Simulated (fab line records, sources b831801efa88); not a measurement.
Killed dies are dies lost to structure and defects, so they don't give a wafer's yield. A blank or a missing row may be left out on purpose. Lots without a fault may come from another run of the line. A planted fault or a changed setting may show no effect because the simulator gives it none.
Split-lot experiment | flow sfq_line | 5 lots, 23 wafers read, on a route of 325 steps

THE SPLIT
At SFQ_TRILAYER_M4_DEP_SPUTTER_091 (material Nb, target thk 200 nm, time 133.3 s), the setting time_s was moved away from the recipe's 133.3 s on 8 of the 23 wafers read, by +7.0% to +12.2%. The other wafers ran this setting at the recipe's value.

FROM THE SPLIT TO THE READING: what the file shows between them, 3 steps
- SFQ_M4_RS_MEAS_924: measures by four-point-probe
- SFQ_TRILAYER_M4_LITHO_PEB_096: peb time 60 s (also split here: peb_temp_c)
- SFQ_TRILAYER_M4_BARC_OPEN_METAL_ETCH_123: etches BARC in O2, target depth 125 nm, time 41.7 s (also split here: time_s)

THE READING
oes_product_au, in a.u., at SFQ_TRILAYER_M4_ETCH_METAL_ETCH_096 (etches Nb in Cl2/Ar, stops on SiO2, target depth 240 nm, time 120 s). Fault-free wafers of this fab line usually give 0.896 a.u., standard deviation 0.0077 a.u..

wafer  | tool, chamber at the split | time_s as run, s | against the recipe | oes_product_au, a.u. | against lot-mates on the recipe
L074.2 | pvd_sputter-05, -          | 133.3            | recipe             | 0.878                | -
L074.3 | pvd_sputter-05, -          | 133.3            | recipe             | 0.880                | -
L074.4 | pvd_sputter-05, -          | 133.3            | recipe             | 0.885                | -
L074.5 | pvd_sputter-05, -          | 133.3            | recipe             | 0.891                | -
L074.6 | pvd_sputter-05, -          | 133.3            | recipe             | 0.882                | -
L079.1 | pvd_sputter-06, -          | 133.3            | recipe             | 0.891                | -
L079.3 | pvd_sputter-06, -          | 133.3            | recipe             | 0.890                | -
L079.6 | pvd_sputter-06, -          | 133.3            | recipe             | 0.893                | -
L081.1 | pvd_sputter-05, -          | 133.3            | recipe             | 0.901                | -
L081.2 | pvd_sputter-05, -          | 144.5            | +8.4%              | 0.942                | +0.044
L081.3 | pvd_sputter-05, -          | 133.3            | recipe             | 0.894                | -
L081.4 | pvd_sputter-05, -          | 144.5            | +8.4%              | 0.935                | +0.038
L081.6 | pvd_sputter-05, -          | 144.5            | +8.4%              | 0.943                | +0.045
L084.1 | pvd_sputter-03, -          | 142.6            | +7.0%              | 0.936                | +0.041
L084.3 | pvd_sputter-03, -          | 142.6            | +7.0%              | 0.943                | +0.048
L084.4 | pvd_sputter-03, -          | 142.6            | +7.0%              | 0.945                | +0.050
L084.5 | pvd_sputter-03, -          | 133.3            | recipe             | 0.895                | -
L084.6 | pvd_sputter-03, -          | 133.3            | recipe             | 0.894                | -
L085.2 | pvd_sputter-06, -          | 149.6            | +12.2%             | 0.947                | +0.052
L085.3 | pvd_sputter-06, -          | 133.3            | recipe             | 0.898                | -
L085.4 | pvd_sputter-06, -          | 133.3            | recipe             | 0.897                | -
L085.5 | pvd_sputter-06, -          | 133.3            | recipe             | 0.890                | -
L085.6 | pvd_sputter-06, -          | 149.6            | +12.2%             | 0.956                | +0.061

THE FIT
A straight line over all 23 wafers: oes_product_au changes by +0.00568 a.u. for each +1% of time_s; r = +0.96; the points scatter about the line by 0.0077 a.u..
The same after taking each lot's own level away (the mean of its wafers on the recipe; 23 wafers): +0.00514 a.u. for each +1%; r = +0.97; scatter 0.0059 a.u..
On that fit, the largest move of time_s shifts the reading by 0.063 a.u..
The lots' own levels span 0.8832 to 0.8975 a.u., that is 1.9 times the standard deviation above.
So the lot-to-lot level changes the slope: the two fits differ.
Check: with one of the wafers moved furthest among these (+12.2%) left out of the fit, the line predicts +0.0672 a.u. for it against its lot-mates. It came out at +0.052 a.u. against them.

OTHER SPLITS ON THESE WAFERS
These wafers also went through other splits before the reading. Each is held against what the fit with the lots' levels taken away leaves over:
other split on the same wafers                  | wafers away from the commonest value | r with oes_product_au (lot level and that fit taken away)
SFQ_TRILAYER_I3_VIA_LITHO_COAT_085 spin_rpm     | 7                                    | -0.28
SFQ_TRILAYER_I3_VIA_LITHO_PEB_088 peb_temp_c    | 10                                   | +0.14
SFQ_TRILAYER_M4_LITHO_PEB_096 peb_temp_c        | 11                                   | +0.34
SFQ_TRILAYER_M4_BARC_OPEN_METAL_ETCH_123 time_s | 7                                    | -0.41

THE WHOLE CHAIN: every reading that the file lists as answering this split, in the file's order
step                                | what it does                                                        | reading                                                                                   | change (the file's fit)                   | r (the file's)
SFQ_TRILAYER_M4_DEP_SPUTTER_091     | material Nb, target thk 200 nm, time 133.3 s                        | Nb_of_TRILAYER_M4_DEP_SPUTTER_091.thk_nm (the simulator's own value, which no gauge read) | +1.95 nm for each +1% of the setting      | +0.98
SFQ_M4_RS_MEAS_924                  | measures by four-point-probe                                        | M4_NB_RS                                                                                  | -0.00794 for each +1% of the setting      | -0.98
SFQ_TRILAYER_M4_ETCH_METAL_ETCH_096 | etches Nb in Cl2/Ar, stops on SiO2, target depth 240 nm, time 120 s | oes_product_au                                                                            | +0.00509 a.u. for each +1% of the setting | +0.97

THE FILE'S OWN FIT
oes_product_au changes by +0.00509 a.u. for each +1% of time_s, r = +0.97.
